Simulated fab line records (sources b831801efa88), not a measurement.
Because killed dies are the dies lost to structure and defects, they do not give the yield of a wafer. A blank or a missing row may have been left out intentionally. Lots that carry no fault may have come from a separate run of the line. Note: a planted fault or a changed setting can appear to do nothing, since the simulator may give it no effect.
Which of the tools did it? || flow gf180mcu || Sampling: 12 lots, 36 wafers, 4 of 602 route steps

## WHAT EACH GAUGE READ, for each wafer
GF_V3_BOW_MEAS_05.
{"lot": "L495", "measured": "day 21 03:22", "on": "film_metro-02", "V3_BOW (um)": "118 108 116"}
{"lot": "L496", "measured": "day 21 19:37", "on": "film_metro-02", "V3_BOW (um)": "114 105 117"}
{"lot": "L497", "measured": "day 22 02:40", "on": "film_metro-02", "V3_BOW (um)": "118 123 114"}
{"lot": "L498", "measured": "day 22 12:58", "on": "film_metro-04", "V3_BOW (um)": "127 123 126"}
{"lot": "L499", "measured": "day 22 20:02", "on": "film_metro-02", "V3_BOW (um)": "115 104 102"}
{"lot": "L501", "measured": "day 23 17:13", "on": "film_metro-02", "V3_BOW (um)": "112 110 104"}
{"lot": "L508", "measured": "day 26 04:18", "on": "film_metro-02", "V3_BOW (um)": "121 135 127"}
{"lot": "L510", "measured": "day 26 18:28", "on": "film_metro-03", "V3_BOW (um)": "131 116 122"}
{"lot": "L512", "measured": "day 27 10:48", "on": "film_metro-02", "V3_BOW (um)": "99 108 106"}
{"lot": "L513", "measured": "day 27 14:45", "on": "film_metro-02", "V3_BOW (um)": "121 101 105"}
{"lot": "L514", "measured": "day 27 22:19", "on": "film_metro-03", "V3_BOW (um)": "136 124 127"}
{"lot": "L518", "measured": "day 28 23:37", "on": "film_metro-03", "V3_BOW (um)": "124 115 127"}

GF_V3_CD_MEAS_14: the cd target is 260 nm.
{"lot": "L495", "measured": "day 22 03:20", "on": "cd_sem-02", "cd_nm (nm)": "257.2 258.6 258.7"}
{"lot": "L496", "measured": "day 22 19:19", "on": "cd_sem-01", "cd_nm (nm)": "260.5 261.4 260.7"}
{"lot": "L497", "measured": "day 23 01:48", "on": "cd_sem-02", "cd_nm (nm)": "259.9 260.0 259.4"}
{"lot": "L498", "measured": "day 23 11:36", "on": "cd_sem-01", "cd_nm (nm)": "259.8 259.2 260.8"}
{"lot": "L499", "measured": "day 23 18:02", "on": "cd_sem-01", "cd_nm (nm)": "257.6 258.2 258.2"}
{"lot": "L501", "measured": "day 24 15:14", "on": "cd_sem-01", "cd_nm (nm)": "260.2 259.9 259.6"}
{"lot": "L508", "measured": "day 27 01:06", "on": "cd_sem-02", "cd_nm (nm)": "261.2 262.3 266.2"}
{"lot": "L510", "measured": "day 27 15:05", "on": "cd_sem-02", "cd_nm (nm)": "259.4 258.2 257.3"}
{"lot": "L512", "measured": "day 28 06:26", "on": "cd_sem-02", "cd_nm (nm)": "259.3 259.8 260.1"}
{"lot": "L513", "measured": "day 28 10:36", "on": "cd_sem-01", "cd_nm (nm)": "258.7 260.0 258.4"}
{"lot": "L514", "measured": "day 28 17:46", "on": "cd_sem-01", "cd_nm (nm)": "259.9 259.9 260.5"}
{"lot": "L518", "measured": "day 29 18:43", "on": "cd_sem-02", "cd_nm (nm)": "259.9 259.1 259.7"}

## WHICH TOOL RAN EACH LOT (tool, then ch and the chambers of the sampled wafers, then the start)
{"lot": "L495", "GF_V3_CMP_04": "cmp-01 ch 0,3, day 21 03:02", "GF_V3_COAT_09": "litho_track-04 ch 0, day 21 15:00"}
{"lot": "L496", "GF_V3_CMP_04": "cmp-01 ch 2,3, day 21 19:22", "GF_V3_COAT_09": "litho_track-02 ch 0, day 22 07:00"}
{"lot": "L497", "GF_V3_CMP_04": "cmp-01 ch 1,2, day 22 02:25", "GF_V3_COAT_09": "litho_track-04 ch 0, day 22 14:00"}
{"lot": "L498", "GF_V3_CMP_04": "cmp-02 ch 0,2,3, day 22 12:40", "GF_V3_COAT_09": "litho_track-01 ch 0, day 22 23:00"}
{"lot": "L499", "GF_V3_CMP_04": "cmp-02 ch 0,2,3, day 22 19:44", "GF_V3_COAT_09": "litho_track-04 ch 0, day 23 06:00"}
{"lot": "L501", "GF_V3_CMP_04": "cmp-02 ch 0,1,3, day 23 17:01", "GF_V3_COAT_09": "litho_track-02 ch 0, day 24 04:00"}
{"lot": "L508", "GF_V3_CMP_04": "cmp-01 ch 2,3, day 26 03:56", "GF_V3_COAT_09": "litho_track-02 ch 0, day 26 14:00"}
{"lot": "L510", "GF_V3_CMP_04": "cmp-01 ch 0,1,3, day 26 18:13", "GF_V3_COAT_09": "litho_track-04 ch 0, day 27 04:00"}
{"lot": "L512", "GF_V3_CMP_04": "cmp-01 ch 0,2, day 27 10:32", "GF_V3_COAT_09": "litho_track-04 ch 0, day 27 20:00"}
{"lot": "L513", "GF_V3_CMP_04": "cmp-01 ch 0,3, day 27 14:28", "GF_V3_COAT_09": "litho_track-01 ch 0, day 28 00:00"}
{"lot": "L514", "GF_V3_CMP_04": "cmp-02 ch 1,2, day 27 22:01", "GF_V3_COAT_09": "litho_track-01 ch 0, day 28 08:00"}
{"lot": "L518", "GF_V3_CMP_04": "cmp-01 ch 2,3, day 28 23:19", "GF_V3_COAT_09": "litho_track-02 ch 0, day 29 09:00"}
- GF_V3_CMP_04: polishes SiO2.
- GF_V3_COAT_09: resist thk 1000 nm.

## WHAT THE TOOLS THEMSELVES READ (means of the sampled wafers that have a number; where no wafer has one, the mark that the record gives instead)
GF_V3_CMP_04.
{"lot": "L495", "tool": "cmp-01", "motor_current_A (A)": 12.0, "slurry_flow_ml_min": 150.1, "time_to_endpoint_s (s)": 83}
{"lot": "L496", "tool": "cmp-01", "motor_current_A (A)": 12.6, "slurry_flow_ml_min": 149.6, "time_to_endpoint_s (s)": 81}
{"lot": "L497", "tool": "cmp-01", "motor_current_A (A)": 12.3, "slurry_flow_ml_min": 150.0, "time_to_endpoint_s (s)": 87}
{"lot": "L498", "tool": "cmp-02", "motor_current_A (A)": 11.2, "slurry_flow_ml_min": 149.9, "time_to_endpoint_s (s)": 84}
{"lot": "L499", "tool": "cmp-02", "motor_current_A (A)": 11.5, "slurry_flow_ml_min": 150.2, "time_to_endpoint_s (s)": 84}
{"lot": "L501", "tool": "cmp-02", "motor_current_A (A)": 12.3, "slurry_flow_ml_min": 149.5, "time_to_endpoint_s (s)": 85}
{"lot": "L508", "tool": "cmp-01", "motor_current_A (A)": 12.1, "slurry_flow_ml_min": 150.3, "time_to_endpoint_s (s)": 73}
{"lot": "L510", "tool": "cmp-01", "motor_current_A (A)": 11.9, "slurry_flow_ml_min": 150.0, "time_to_endpoint_s (s)": 80}
{"lot": "L512", "tool": "cmp-01", "motor_current_A (A)": 10.5, "slurry_flow_ml_min": 150.5, "time_to_endpoint_s (s)": 79}
{"lot": "L513", "tool": "cmp-01", "motor_current_A (A)": 10.9, "slurry_flow_ml_min": 149.6, "time_to_endpoint_s (s)": 85}
{"lot": "L514", "tool": "cmp-02", "motor_current_A (A)": 11.9, "slurry_flow_ml_min": 150.0, "time_to_endpoint_s (s)": 75}
{"lot": "L518", "tool": "cmp-01", "motor_current_A (A)": 12.7, "slurry_flow_ml_min": 149.9, "time_to_endpoint_s (s)": 79}

## THE ANSWER, worked out from the rows above alone
Rule: usual is defined by the lots themselves. The widest of any qualifying gaps counts: lots, ordered by their means at a reading, are off when they make up no more than a third of the lots, leave a main group of 4 or more, and stand apart from it by 3 or more times the standard deviation of that group's means. The tables above print the reading to a certain number of digits; a main group whose means all agree to those digits is not used. Also off: a lot with no number at a reading for which 4 or more lots have one. Where the step has rows for the other lots, those lots are counted as sound. After the gauges, taken in route order, come the tools' own readings; for these a lot's mean is taken, as printed above. The first step at which some lot is off is used, and at that step the reading that is off furthest; a lot without a number counts as furthest.
No lot is off at any reading shown: from this, nothing can be told.

## WHAT WAS PUT IN BY THE SIMULATOR
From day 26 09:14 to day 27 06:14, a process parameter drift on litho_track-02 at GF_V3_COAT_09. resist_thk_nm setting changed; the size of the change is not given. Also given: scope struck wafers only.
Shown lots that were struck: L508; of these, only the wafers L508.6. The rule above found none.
